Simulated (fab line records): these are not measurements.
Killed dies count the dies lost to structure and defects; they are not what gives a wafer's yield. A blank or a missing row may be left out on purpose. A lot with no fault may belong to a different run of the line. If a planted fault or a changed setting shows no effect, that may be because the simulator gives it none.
Which of the tools did it?    flow sfq_line    7 lots (21 wafers sampled), 1 step of a 325-step route

WHAT THE GAUGES READ, wafer by wafer
SFQ_M7_RS_MEAS_943: a four-point-probe measurement.
lot   measured      on             M7_NB_RS (ohm/sq)
L476  day 59 12:19  film_metro-04  0.892 0.897 0.890
L478  day 60 19:01  film_metro-04  0.877 0.882 0.880
L486  day 62 05:20  film_metro-03  0.877 0.883 0.887
L488  day 62 08:21  film_metro-03  0.874 0.890 0.882
L492  day 62 12:32  film_metro-03  0.886 0.880 0.882
L496  day 68 14:08  film_metro-03  0.912 0.894 0.891
L498  day 70 02:36  film_metro-03  0.878 0.893 0.892

EACH LOT AND THE TOOL THAT RAN IT (in order: tool; ch and the chambers of the sampled wafers; start)
There is no process step in the record ahead of these readings.

THE ANSWER, worked out from the rows above alone
Rule: the lots themselves supply what counts as usual. The widest of any qualifying gaps counts: lots, ordered by their means at a reading, are off when they make up no more than a third of the lots, leave a main group of 4 or more, and stand apart from it by 3 or more times the standard deviation of that group's means. A main group is skipped when, at the precision printed for the reading in the tables above, its means are all equal. A lot without any number at a reading at which 4 lots or more have one is off too. Where the step has rows for the other lots, those lots are counted as sound.
No lot is off at any reading shown: from this, nothing can be told.

WHAT THE SIMULATOR PUT IN
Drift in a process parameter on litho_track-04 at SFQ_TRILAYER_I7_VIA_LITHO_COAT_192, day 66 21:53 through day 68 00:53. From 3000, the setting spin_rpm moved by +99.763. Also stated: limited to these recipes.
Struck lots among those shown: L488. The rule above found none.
